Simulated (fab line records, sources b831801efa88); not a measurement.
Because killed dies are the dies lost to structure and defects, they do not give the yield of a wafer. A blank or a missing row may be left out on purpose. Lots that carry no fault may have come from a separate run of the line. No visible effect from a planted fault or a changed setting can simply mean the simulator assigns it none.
Commonality check across tools -- flow gf180mcu -- 12 lots and 36 wafers in the sample

## REASON FOR OPENING
3 of 12 lots carry a flag on the reading HV_LDD_3_TW at GF_HV_LDD_TW_MEAS_38. Fault-free wafers read 1428, with a standard deviation of 7.7.
Rule: a lot is flagged in two cases, either no wafer of it has a number, or all its wafers with numbers fall more than 4 standard deviations from that mean. The rest of the lots are taken to be sound.

lot,measured,on,"HV_LDD_3_TW, wafer by wafer",flag
L346,day 11 20:46,film metro-01,1416 1424 1419,
L347,day 12 00:52,film metro-01,1426 1422 1428,
L349,day 12 15:43,film metro-02,1419 1425 1424,
L351,day 13 04:48,film metro-04,1522 1531 1530,FLAGGED
L352,day 13 12:20,film metro-01,1421 1415 1416,
L353,day 14 01:04,film metro-02,1535 1536 1530,FLAGGED
L358,day 15 12:44,film metro-04,1532 1538 1537,FLAGGED
L362,day 16 21:07,film metro-02,1431 1435 1433,
L363,day 17 10:22,film metro-02,1424 1431 1427,
L365,day 17 23:28,film metro-01,1419 1419 1426,
L366,day 18 09:34,film metro-02,1444 1449 1444,
L367,day 18 18:38,film metro-01,1424 1421 1427,
On average the flagged lots' numbers are 1532, which is +104 against the usual, or +14 standard deviations.

## EACH LOT AND THE TOOL IT RAN ON
2 process steps preceding the reading are held in the record, out of 602 steps in the route. In each cell: the tool, then ch and the chambers that the sampled wafers went through, then the start.
lot,flag,GF_POLY_GATE_PEB_08,GF_HV_LDD_IMPLANT_35
L346,,"litho track-02 ch 0, day 9 08:59 or earlier","implanter-01 ch 0, day 11 20:22"
L347,,"litho track-03 ch 0, day 9 13:43 or earlier","implanter-01 ch 0, day 12 00:28"
L349,,"litho track-03 ch 0, day 10 03:20 or earlier","implanter-01 ch 0, day 12 15:20"
L351,FLAGGED,"litho track-02 ch 0, day 10 16:10 or earlier","implanter-02 ch 0, day 13 04:06"
L352,,"litho track-03 ch 0, day 10 22:30 or earlier","implanter-01 ch 0, day 13 11:58"
L353,FLAGGED,"litho track-02 ch 0, day 11 10:32 or earlier","implanter-02 ch 0, day 14 00:13"
L358,FLAGGED,"litho track-03 ch 0, day 12 20:40 or earlier","implanter-01 ch 0, day 15 12:01"
L362,,"litho track-03 ch 0, day 14 00:05 or earlier","implanter-03 ch 0, day 16 20:43"
L363,,"litho track-02 ch 0, day 14 07:41 or earlier","implanter-01 ch 0, day 17 09:58"
L365,,"litho track-04 ch 0, day 14 23:44 or earlier","implanter-02 ch 0, day 17 23:05"
L366,,"litho track-02 ch 0, day 15 09:50 or earlier","implanter-01 ch 0, day 18 09:10"
L367,,"litho track-02 ch 0, day 15 16:38 or earlier","implanter-01 ch 0, day 18 18:17"
What is done by these steps:
- GF_POLY_GATE_PEB_08: peb time 91.92 s.
- GF_HV_LDD_IMPLANT_35
- GF_HV_LDD_TW_MEAS_38

## FLAGGED AGAINST TOTAL, ONE TOOL AT A TIME (gauges that did the reading follow at the end)
step,tool,lots run,flagged,share of the flagged lots,sound lots run after its first flagged lot
GF_POLY_GATE_PEB_08,litho track-02,6,2,some,"3 (L363,L366,L367)"
GF_POLY_GATE_PEB_08,litho track-03,5,1,some,1 (L362)
GF_POLY_GATE_PEB_08,litho track-04,1,0,none,-
GF_HV_LDD_IMPLANT_35,implanter-01,8,1,some,"3 (L363,L366,L367)"
GF_HV_LDD_IMPLANT_35,implanter-02,3,2,some,1 (L365)
GF_HV_LDD_IMPLANT_35,implanter-03,1,0,none,-
GF_HV_LDD_TW_MEAS_38,film metro-01,5,0,none,-
GF_HV_LDD_TW_MEAS_38,film metro-02,5,1,some,"3 (L362,L363,L366)"
GF_HV_LDD_TW_MEAS_38,film metro-04,2,2,some,0
With no start given for some of its lots, GF_POLY_GATE_PEB_08 uses the hours and lot order of GF_POLY_GATE_CD_MEAS_10.

## WHAT THE TABLE PERMITS
No row of the table ran every flagged lot.

## WHAT THE SIMULATOR PUT IN
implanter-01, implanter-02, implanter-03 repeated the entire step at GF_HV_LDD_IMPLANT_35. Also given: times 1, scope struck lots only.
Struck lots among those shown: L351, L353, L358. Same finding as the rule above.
